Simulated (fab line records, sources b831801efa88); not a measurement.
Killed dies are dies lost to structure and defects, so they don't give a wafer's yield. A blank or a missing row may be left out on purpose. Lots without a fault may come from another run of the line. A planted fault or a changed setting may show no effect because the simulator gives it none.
fab line records | flow sky130
record lots=15 wafers=45 last_day=50
route steps=708 shown VT_ADJUST_PCH@150 SONOS_ONO@171 GATE_OXIDE@203 POLY_GATE@236
lots that met no fault: from a run of the same line without faults
start_h: hours from the record's first day to the start of the lot's first wafer shown | wait_h: hours since the lot's step before | " the same as in the row above | L1.1+2: a row that stands for several wafers | - no value, or no start given | * or withheld: withheld | < > ~ a bound
route shown NAME@n: a module of which the file shows steps, and the number in the route of the first | usual: mean/standard deviation of fault-free wafers | same: alike in all rows | chamber/n: place in a boat | sites: the reading at each site | _std_site: their standard deviation | _edge_site: outer sites' mean less inner sites' | radius_mm: how far each site lies from the wafer's centre | mask NAME#n: copy n | behind: the tool/chamber that last shaped the wafer | hold: why the lot was held/for how many hours/how that ended | device: the transistor (n, p or np) that didn't switch | end of line: the same wafers' tests at the end of the route | a step without rows: its recipe alone | killed: dies lost to structure and defects at the first sort, not the wafer's yield | map: a wafer's dies, x killed, . not, _ none there
set.NAME: the setting as run; set.NAME@STEP: as run at that earlier step | model.NAME: the simulator's own value behind a step, which no gauge read
steps of the route over a sample of lots; a table a step, a row a wafer
services: from which hour (start_h, from the record's first day; less than 0 if before it) a tool's chamber was out of use, for how many hours, and why
## steps
# step SKY_VT_ADJUST_PCH_OVL_MEAS_07
# usual VT_ADJUST_PCH_OVL=0.8/1.5
# columns lot.wafer tool chamber start_h wait_h VT_ADJUST_PCH_OVL[nm]
L381.1 overlay-02 - 223.16 - -0.6
L381.4 " - " " -0.4
L381.5 " - " " -3.2
L382.3 overlay-01 - 227.22 - 0.7
L382.4 " - " " -2.5
L382.6 " - " " 0.5
L383.1 overlay-01 - 237.86 - 0.9
L383.5 " - " " 0.2
L383.6 " - " " 2.9
L384.2 overlay-01 - 244.43 - -0.9
L384.3 " - " " 0.5
L384.4 " - " " 1.4
L387.2 overlay-01 - 277.29 - 1.6
L387.3 " - " " 0.5
L387.6 " - " " 0.0
L388.1 overlay-01 - 280.76 - 1.8
L388.5 " - " " -0.3
L388.6 " - " " 1.8
L390.2 overlay-02 - 293.83 - 1.7
L390.4 " - " " 1.6
L390.5 " - " " 2.5
L391.1 overlay-02 - 311.47 - 2.3
L391.3 " - " " 0.9
L391.5 " - " " 2.9
L392.3 overlay-01 - 312.87 - 1.7
L392.5 " - " " 1.7
L392.6 " - " " 2.2
L393.1 overlay-01 - 320.69 - 2.6
L393.2 " - " " -0.6
L393.4 " - " " 1.7
L394.4 overlay-01 - 325.58 - 1.7
L394.5 " - " " 0.9
L394.6 " - " " 0.5
L395.1 overlay-02 - 334.57 - 1.1
L395.2 " - " " 1.3
L395.3 " - " " 0.8
L396.1 overlay-02 - 343.91 - 0.8
L396.3 " - " " 1.1
L396.6 " - " " 1.6
L397.2 overlay-02 - 348.89 - 0.8
L397.4 " - " " 1.0
L397.5 " - " " 0.8
L402.1 overlay-02 - 386.11 - 0.2
L402.3 " - " " -0.7
L402.5 " - " " 2.1
# step SKY_SONOS_ONO_THK_MEAS_03
# recipe reads=Si3N4_of_SONOS_ONO_CVD_02
# usual SONOS_ONO_CVD_02_THK=10.55/0.16
# columns lot.wafer tool chamber start_h wait_h SONOS_ONO_CVD_02_THK[nm]
L381.1 film_metro-03 - 250.99 0.0 10.33
L381.4 " - " " 10.65
L381.5 " - " " 10.59
L382.3 film_metro-04 - 257.64 0.0 10.36
L382.4 " - " " 10.29
L382.6 " - " " 10.55
L383.1 film_metro-03 - 268.70 0.0 10.35
L383.5 " - " " 10.45
L383.6 " - " " 10.57
L384.2 film_metro-01 - 274.11 0.0 10.18
L384.3 " - " " 10.20
L384.4 " - " " 10.19
L387.2 film_metro-01 - 306.57 0.0 10.26
L387.3 " - " " 10.51
L387.6 " - " " 10.34
L388.1 film_metro-01 - 312.79 0.0 10.61
L388.5 " - " " 10.70
L388.6 " - " " 10.63
L390.2 film_metro-01 - 322.47 0.0 10.48
L390.4 " - " " 10.37
L390.5 " - " " 10.32
L391.1 film_metro-04 - 342.05 0.0 10.54
L391.3 " - " " 10.57
L391.5 " - " " 10.56
L392.3 film_metro-03 - 345.10 0.0 10.67
L392.5 " - " " 10.65
L392.6 " - " " 10.68
L393.1 film_metro-03 - 351.60 0.0 10.63
L393.2 " - " " 10.64
L393.4 " - " " 10.67
L394.4 film_metro-04 - 357.60 0.0 10.22
L394.5 " - " " 10.30
L394.6 " - " " 10.25
L395.1 film_metro-01 - 366.19 0.0 10.50
L395.2 " - " " 10.43
L395.3 " - " " 10.39
L396.1 film_metro-01 - 375.59 0.0 10.61
L396.3 " - " " 10.61
L396.6 " - " " 10.65
L397.2 film_metro-04 - 380.29 0.0 10.90
L397.4 " - " " 10.86
L397.5 " - " " 10.83
L402.1 film_metro-03 - 421.51 0.0 10.59
L402.3 " - " " 10.53
L402.5 " - " " 10.52
# step SKY_GATE_OXIDE_OXIDATION_16
# recipe temp_c=800 ambient=O2 idle_temp_c=700 ramp_up_c_per_min=10 ramp_down_c_per_min=3 stabilise_s=600 purge_s=300 target_thk_a=35.7 ox_time_s=1915
# usual ox_temp_c=800.0/0.37 ox_temp_c_max=803.3/0.65 zone_power_lower_pct=15.4/0.98 zone_power_top_pct=26.3/0.37
# columns lot.wafer tool chamber start_h wait_h ox_temp_c ox_temp_c_max zone_power_lower_pct zone_power_top_pct
L381.1 furnace-02 0 306.85 2.0 799.9 802.8 14.7 26.6
L381.4 " 0 " " 799.9 802.9 14.8 26.2
L381.5 " 0 " " 799.5 804.0 14.8 26.3
L382.3 furnace-01 0 311.62 1.5 800.1 803.9 17.2 25.7
L382.4 " 0 " " 800.3 803.0 16.8 26.2
L382.6 " 0 " " 799.8 802.8 16.9 25.8
L383.1 furnace-02 0 324.24 0.4 799.4 802.9 14.6 26.0
L383.5 " 0 " " 800.1 803.3 15.0 26.6
L383.6 " 0 " " 800.4 804.4 15.3 26.5
L384.2 furnace-02 0 330.95 0.8 800.1 803.0 14.9 26.4
L384.3 " 0 " " 800.6 804.5 14.7 26.0
L384.4 " 0 " " 800.9 804.7 14.7 26.4
L387.2 furnace-02 0 364.80 0.8 800.2 805.2 14.7 26.9
L387.3 " 0 " " 799.8 803.2 15.0 26.3
L387.6 " 0 " " 800.2 803.5 14.6 26.3
L388.1 furnace-02 0 373.35 0.0 799.9 804.3 14.6 26.0
L388.5 " 0 " " 800.3 804.5 14.8 26.7
L388.6 " 0 " " 799.8 803.2 14.9 26.8
L390.2 furnace-02 0 383.12 0.1 800.1 803.5 14.8 26.9
L390.4 " 0 " " 799.8 803.8 14.9 26.3
L390.5 " 0 " " 800.0 803.9 14.6 26.7
L391.1 furnace-02 0 401.42 0.0 800.4 803.4 15.0 26.5
L391.3 " 0 " " 800.3 803.6 14.7 26.7
L391.5 " 0 " " 799.8 803.5 15.0 26.9
L392.3 furnace-02 0 405.91 0.3 800.0 803.9 14.8 26.3
L392.5 " 0 " " 799.8 803.0 14.6 26.4
L392.6 " 0 " " 799.8 803.5 14.9 26.3
L393.1 furnace-01 0 414.53 0.7 800.0 802.5 17.0 25.9
L393.2 " 0 " " 800.5 803.2 16.8 26.2
L393.4 " 0 " " 800.4 803.7 16.8 26.0
L394.4 furnace-02 0 419.75 0.8 800.2 803.9 14.8 26.4
L394.5 " 0 " " 799.5 802.6 14.8 26.9
L394.6 " 0 " " 799.7 803.6 15.0 26.3
L395.1 furnace-01 - 429.35 0.0 - - - -
L395.2 " - " " - - - -
L395.3 " - " " - - - -
L396.1 furnace-01 - 440.19 1.6 - - - -
L396.3 " - " " - - - -
L396.6 " - " " - - - -
L397.2 furnace-02 - 444.59 0.1 - - - -
L397.4 " - " " - - - -
L397.5 " - " " - - - -
L402.1 furnace-02 0 488.35 0.0 800.2 803.9 15.0 25.9
L402.3 " 0 " " 800.4 804.0 14.8 26.6
L402.5 " 0 " " 800.9 804.2 15.3 26.9
# step SKY_POLY_GATE_CD_MEAS_22
# usual cd_nm=149.9/1.5
# columns lot.wafer tool chamber start_h wait_h cd_nm
L381.1 cd_sem-01 - 370.10 0.1 151.3
L381.4 " - " " 152.1
L381.5 " - " " 151.7
L382.3 cd_sem-02 - 373.47 0.1 150.2
L382.4 " - " " 149.8
L382.6 " - " " 148.7
L383.1 cd_sem-02 - 387.13 0.1 147.5
L383.5 " - " " 152.2
L383.6 " - " " 150.5
L384.2 cd_sem-01 - 395.35 0.1 152.8
L384.3 " - " " 149.9
L384.4 " - " " 149.9
L387.2 cd_sem-02 - 433.74 0.1 151.0
L387.3 " - " " 147.7
L387.6 " - " " 148.5
L388.1 cd_sem-02 - 439.33 0.1 152.8
L388.5 " - " " 151.7
L388.6 " - " " 151.9
L390.2 cd_sem-02 - 451.50 0.1 148.9
L390.4 " - " " 149.7
L390.5 " - " " 145.8
L391.1 cd_sem-01 - 470.47 0.1 151.7
L391.3 " - " " 150.0
L391.5 " - " " 150.3
L392.3 cd_sem-02 - 476.02 0.1 150.4
L392.5 " - " " 150.1
L392.6 " - " " 149.7
L393.1 cd_sem-02 - 483.52 0.1 147.5
L393.2 " - " " 149.1
L393.4 " - " " 151.7
L394.4 cd_sem-02 - 489.30 0.1 149.4
L394.5 " - " " 151.0
L394.6 " - " " 150.1
L402.1 cd_sem-01 - 555.81 0.1 151.2
L402.3 " - " " 150.6
L402.5 " - " " 149.2
## services
# columns tool chamber start_h hours kind
furnace-02 - 289.28 3.6 pm
furnace-01 - 339.90 3.9 pm
furnace-02 - 366.33 3.0 pm
furnace-01 - 417.58 3.4 pm
furnace-02 - 456.51 3.0 pm
## key
first_sign step=SKY_GATE_OXIDE_OXIDATION_16 reading=tool_record direction=missing
effect none on later readings
met_at SKY_GATE_OXIDE_OXIDATION_16
struck_lots L395,L396,L397
later_rows_left_out L395.1,L395.2,L395.3,L396.1,L396.3,L396.6,L397.2,L397.4,L397.5
sort_left_out L395.1,L395.2,L395.3,L396.1,L396.3,L396.6,L397.2,L397.4,L397.5
tester_left_out L395,L396,L397
not_acting_at SKY_VT_ADJUST_PCH_OVL_MEAS_07,SKY_SONOS_ONO_THK_MEAS_03,SKY_POLY_GATE_CD_MEAS_22
onset_between 419.75 429.35
fault kind=skipped_step_whole tool=furnace-01,furnace-02 chamber=- onset_h=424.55 steps=SKY_GATE_OXIDE_OXIDATION_16 scope=struck_lots_only
# tester_left_out: of these lots the tester's yield and bins aren't shown, on N5 and GAA mostly nor the transistor test; their killed dies are dies lost to structure and defects alone, not to doping, threshold or leakage, so they don't give the yield
# sort_left_out: the simulated sort isn't trusted on such a fault, so these wafers' sort isn't shown, and their yield isn't known
# later_rows_left_out: the simulator's readings of these wafers behind a module that went badly wrong aren't trusted and aren't shown, but for the sort
